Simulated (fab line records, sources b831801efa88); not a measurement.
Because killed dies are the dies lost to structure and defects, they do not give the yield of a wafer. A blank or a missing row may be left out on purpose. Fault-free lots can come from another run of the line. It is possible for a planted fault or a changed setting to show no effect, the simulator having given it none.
Matching of chambers + flow sky130 + SKY_CONTACT_ETCH_17 on rie diel-04: 4 sister chambers
The step etches SiO2 in C4F8/O2/Ar, stops on Si3N4, target depth 340 nm. 8 wafers are shown with their chamber, then 7 later ones without.

WAFERS WITH THEIR CHAMBER
| wafer  | chamber | bias w (W) | oes product au (a.u.) |
|--------|---------|------------|-----------------------|
| L076.1 | 3       | 1196       | 0.897                 |
| L076.5 | 3       | 1200       | 0.898                 |
| L086.5 | 2       | 1195       | 0.887                 |
| L086.6 | 1       | 1200       | 0.883                 |
| L087.4 | 1       | 1198       | 0.893                 |
| L087.6 | 2       | 1192       | 0.888                 |
| L092.3 | 0       | 1196       | 0.889                 |
| L092.5 | 0       | 1199       | 0.896                 |

WAFERS WITH NO CHAMBER GIVEN
| wafer  | bias w (W) | oes product au (a.u.) |
|--------|------------|-----------------------|
| L092.6 | 1201       | 0.888                 |
| L095.1 | 1201       | 0.886                 |
| L095.4 | 1199       | 0.898                 |
| L095.6 | 1200       | 0.889                 |
| L096.1 | 1203       | 0.890                 |
| L096.2 | 1197       | 0.892                 |
| L096.5 | 1200       | 0.887                 |

WHICH CHAMBER EACH WENT THROUGH
| wafer  | from the rows above               | in truth |
|--------|-----------------------------------|----------|
| L092.6 | can't be placed: 1 or 0 or 3      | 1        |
| L095.1 | can't be placed: 1 or 0 or 3      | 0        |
| L095.4 | can't be placed: 3 or 0 or 1      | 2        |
| L095.6 | can't be placed: 1 or 0 or 3      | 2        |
| L096.1 | can't be placed: 1 or 0 or 3      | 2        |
| L096.2 | can't be placed: 0 or 1 or 3 or 2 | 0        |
| L096.5 | can't be placed: 1 or 0           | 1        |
0 of 7 placed correctly. Unplaceable from these rows: 7, with the true chamber sitting among the candidates in 4. Placed wrongly: 0.
How it was worked out, from the rows above alone: a wafer's distance from a chamber is the root of the sum, over the readings, of the square of ((its reading less the chamber's mean) divided by the reading's scatter). The wafer belongs to the nearest chamber; if the next one is less than 2 further off, it can't be placed. Each chamber's mean is taken over the wafers shown for it. How the scatter is found: for the shown wafers, subtract from each reading the mean of its chamber, square and add these, divide the total by (wafers less chambers), then take the root.
